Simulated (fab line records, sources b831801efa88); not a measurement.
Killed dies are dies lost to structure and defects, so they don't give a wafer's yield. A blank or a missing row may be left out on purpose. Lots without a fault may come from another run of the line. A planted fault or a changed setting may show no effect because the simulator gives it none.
A struck lot beside a sound one | flow sky130 | 36 steps out of a route of 708
Sound: wafers L299.2, L299.4, L299.5. Struck: wafers L295.3, L295.4, L295.6. The cause comes at the end.
At each step with rows: each side's tool, then ch and its chambers, then its first start. Under that, the readings that differ: sound wafers | struck wafers | difference of the means | sigmas: that difference in standard deviations of wafers without a fault.
alike: readings whose means differ by less than 2 such deviations, and words and numbers that are the same on both sides. not compared: withheld readings, readings that some wafer has no value for, bounds like >300 that may hide the same value, and numbers for which the record gives no deviation and whose values overlap.
The two part at a step that has a row with sigmas, a row that says differs or no value, or rows on one side only. Numbers that don't overlap but have no deviation are shown without sigmas and don't part them. A reading that every wafer of one side lacks parts them only if that side has two wafers or more.

first, 9 steps without rows for these wafers: SKY_VIA4_ETCH_12 (etches SiO2 in C4F8/O2/Ar, stops on TiN, target depth 580 nm); SKY_VIA4_STRIP_13 (strips in O2/N2); SKY_VIA4_STRIP_14 (strips in post etch residue remover, time 1200 s); SKY_VIA4_CLEAN_15 (cleans in IPA, time 180 s); SKY_VIA4_CLEAN_16 (cleans in O3/DIW); SKY_VIA4_SPUTTER_17 (material TiN, target thk 20 nm, time 80 s); SKY_VIA4_CVD_18 (deposits W, target thk 505 nm, time 152.14 s); SKY_VIA4_CMP_21 (polishes, stops on SiO2, t overpolish 25 s, target thk 0 nm); SKY_METAL5_SPUTTER_00 (material Ti, target thk 15 nm, time 10 s).
SKY_METAL5_SPUTTER_01: material TiN, target thk 20 nm, time 16.7 s.
  sound on pvd_sputter-04, day 48 01:41; struck on pvd_sputter-02, day 47 04:09
  alike: cathode_dc_power_W, throttle_valve_pct
then, 25 steps without rows for these wafers: SKY_METAL5_SPUTTER_02 (material AlCu, target thk 1150 nm, time 61.2 s); SKY_METAL5_SPUTTER_03 (material Ti, target thk 5 nm, time 3.3 s); SKY_METAL5_SPUTTER_04 (material TiN, target thk 70 nm, time 58.3 s); SKY_METAL5_DEHYDRATE_07 (time 60 s); SKY_METAL5_HMDS_08 (prime time 60 s); SKY_METAL5_COAT_09 (resist thk 1800 nm); SKY_METAL5_SOFTBAKE_10 (time 60 s); SKY_METAL5_EXPOSE_11 (exposes mask MM5, target cd 1600 nm); SKY_METAL5_PEB_12; SKY_METAL5_DEVELOP_13 (develop time 60 s); SKY_METAL5_DESCUM_14 (chemistry O2, time 11 s); SKY_METAL5_METAL_ETCH_15 (etches the open film in Cl2/BCl3, stops on SiO2, target depth 1260 nm, time 252 s); SKY_METAL5_STRIP_16 (strips in O2/N2); SKY_METAL5_STRIP_17 (strips in post etch residue remover, time 1200 s); SKY_METAL5_CLEAN_18 (cleans in IPA, time 180 s); SKY_METAL5_CLEAN_19 (cleans in O3/DIW); SKY_PASSIVATION_CVD_00 (deposits SiO2, target thk 90 nm); SKY_PASSIVATION_CVD_02 (deposits Si3N4, target thk 540 nm); SKY_PASSIVATION_DEHYDRATE_04 (time 60 s); SKY_PASSIVATION_HMDS_05 (prime time 60 s); SKY_PASSIVATION_COAT_06 (resist thk 3000 nm); SKY_PASSIVATION_SOFTBAKE_07; SKY_PASSIVATION_EXPOSE_08 (exposes mask NSM, target cd 3000 nm); SKY_PASSIVATION_PEB_09; SKY_PASSIVATION_DEVELOP_10 (develop time 60 s).
-- the record jumps here: 3 days lie between the struck wafers' starts before and after (it left off in module PASSIVATION and takes up again in module PAD_OPEN, whose first step shown is number 708 of the route) --
SKY_PAD_OPEN_PROBE_99:
  sound on prober-02, day 50 10:03; struck on prober-02, day 49 16:11
  reading                               | sound             | struck            | difference | sigmas
  defect_limited_yield (%)              | 79.7 81.9 84.6    | 73.4 76.4 71.3    | -8.4       | -5
  killed_at_M4_up                       | 5 4 4             | 44 35 42          | +36        | +21
  killed_dies                           | 100 89 76         | 131 116 141       | +41        | +5
  sort_bin_3_pad_short (%)              | 0.8 0.8 1.4       | 2.2 2.4 1.8       | +1.1       | +3
  sort_bin_5_function (%)               | 12.2 11.2 8.3     | 15.9 16.7 18.1    | +6.3       | +4
  sort_n_pass                           | 392 403 416       | 361 376 351       | -41        | -5
  sort_yield_pct (%)                    | 79.7 81.9 84.6    | 73.4 76.4 71.3    | -8.4       | -5
  model.etest.tester.sort_n_pass        | 392 403 416       | 361 376 351       | -41        |
  model.etest.tester.sort_yield_pct (%) | 79.67 81.91 84.55 | 73.37 76.42 71.34 | -8.33      |
  model.etest.tester.sort_bin_5_pct (%) | 12.2 11.18 8.333  | 15.85 16.67 18.09 | +6.30      |
  model.etest.tester.sort_bin_3_pct (%) | 0.813 0.813 1.423 | 2.236 2.439 1.829 | +1.152     |
  alike: killed_at_M0_to_M3, killed_at_contacts, killed_at_front_end, killed_at_other, killed_open, killed_short, sort_bin_6_memory

WHERE THEY PART
Only at SKY_PAD_OPEN_PROBE_99, within this record.

WHY: what the simulator had put in
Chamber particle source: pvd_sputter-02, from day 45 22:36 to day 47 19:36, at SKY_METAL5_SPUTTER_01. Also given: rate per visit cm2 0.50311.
